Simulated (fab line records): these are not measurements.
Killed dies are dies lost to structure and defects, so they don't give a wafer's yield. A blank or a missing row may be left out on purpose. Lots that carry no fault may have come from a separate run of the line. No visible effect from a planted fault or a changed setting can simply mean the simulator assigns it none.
Which tool is to blame?	flow gf180mcu	6 lots, 18 wafers sampled, at 2 steps of a route of 602

## WHAT THE GAUGES SHOWED, per wafer
GF_VT_IMPLANT_TW_MEAS_10.
lot	measured	on	VT_IMPLANT_TW
L281	day 6 06:32	film metro-04	555 554 551
L283	day 6 16:20	film metro-04	552 553 557
L289	day 8 10:01	film metro-04	553 555 554
L294	day 9 14:47	film metro-04	440 437 441
L296	day 10 00:22	film metro-04	550 554 554
L301	day 11 05:53	film metro-04	553 553 548

## EACH LOT AND THE TOOL THAT RAN IT (in order: tool; ch and the chambers of the sampled wafers; start)
lot	GF_VT_IMPLANT_IMPLANT_08
L281	implanter-03 ch 0, day 6 06:17
L283	implanter-04 ch 0, day 6 16:07
L289	implanter-03 ch 0, day 8 09:48
L294	implanter-03 ch 0, day 9 14:34
L296	implanter-04 ch 0, day 10 00:09
L301	implanter-02 ch 0, day 11 05:40
- GF_VT_IMPLANT_IMPLANT_08

## THE ANSWER, worked out from the rows above alone
Rule: the lots themselves supply what counts as usual. Put in order of their means at a reading, lots are off if they are a third of the lots or fewer, leave a main group of 4 or more, and stand apart from it by a gap of 3 or more times the standard deviation of the main group's means; of several such gaps the widest counts. A main group whose means are all the same, to the digits that the tables above print for the reading, isn't used. A lot without any number at a reading at which 4 lots or more have one is off too. Where the step has rows for the other lots, those lots are counted as sound.
Off: L294, at GF_VT_IMPLANT_TW_MEAS_10 (VT_IMPLANT_TW). Main group: mean 553, sd 1.
A tool fits if, at a process step before that reading, it ran every lot that is off, and no sound lot after the first of them. Gauges at GF_VT_IMPLANT_TW_MEAS_10: tried the same way as those tools. One candidate fits, namely implanter-03 at GF_VT_IMPLANT_IMPLANT_08. Its last sound lot is L289 (day 8 09:48), its first lot that is off L294 (day 9 14:34): a fault that began between those two fits.

## WHAT THE SIMULATOR PUT IN
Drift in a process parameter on implanter-03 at GF_VT_IMPLANT_IMPLANT_08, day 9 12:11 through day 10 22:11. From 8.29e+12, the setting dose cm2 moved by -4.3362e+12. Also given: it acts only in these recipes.
Struck lots among those shown: L294. The rule above reached the same finding.
